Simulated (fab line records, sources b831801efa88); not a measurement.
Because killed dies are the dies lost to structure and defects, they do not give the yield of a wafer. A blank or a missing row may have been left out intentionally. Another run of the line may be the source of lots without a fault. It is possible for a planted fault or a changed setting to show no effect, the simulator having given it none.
Chamber matching :: flow sfqLine :: SFQ_TRILAYER_I0_CMP_CMP_028 on cmp-02: 4 sister chambers
The step polishes SiO2. 4 wafers are shown with their chamber, then 8 later ones without.

== WAFERS PAIRED WITH THEIR CHAMBERS ==
wafer: L334.6
chamber: 1
motorCurrentA (A): 9.8

wafer: L342.1
chamber: 3
motorCurrentA (A): 11.2

wafer: L342.5
chamber: 0
motorCurrentA (A): 10.2

wafer: L347.3
chamber: 2
motorCurrentA (A): 7.7

== WAFERS WITHOUT THEIR CHAMBER ==
wafer: L347.1
motorCurrentA (A): 9.8

wafer: L347.5
motorCurrentA (A): 11.3

wafer: L348.4
motorCurrentA (A): 9.6

wafer: L348.2
motorCurrentA (A): 11.3

wafer: L348.6
motorCurrentA (A): 8.2

wafer: L349.3
motorCurrentA (A): 10.9

wafer: L349.4
motorCurrentA (A): 7.7

wafer: L349.5
motorCurrentA (A): 10.7

== THE CHAMBER EACH PASSED THROUGH ==
wafer: L347.1
from the rows above: can't be placed: 1 or 0
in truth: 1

wafer: L347.5
from the rows above: 3
in truth: 3

wafer: L348.4
from the rows above: can't be placed: 1 or 0
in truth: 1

wafer: L348.2
from the rows above: 3
in truth: 3

wafer: L348.6
from the rows above: 2
in truth: 2

wafer: L349.3
from the rows above: can't be placed: 3 or 0
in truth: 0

wafer: L349.4
from the rows above: 2
in truth: 2

wafer: L349.5
from the rows above: can't be placed: 0 or 3 or 1
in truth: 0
Correct placement for 4 of the 8. These rows do not allow placing 4 (true chamber among the candidates in 4). Wrongly placed: 0.
How it was worked out, from the rows above alone: a wafer's distance from a chamber is the root of the sum, over the readings, of the square of ((its reading less the chamber's mean) divided by the reading's scatter). If the next closest chamber is less than 2 further off than the closest, the wafer can't be placed; otherwise it belongs to the closest. A chamber's mean is the mean of its shown wafers. The scatter: with one shown wafer a chamber, the root of the mean of the squares of how far each hidden wafer lies from its nearest shown one.
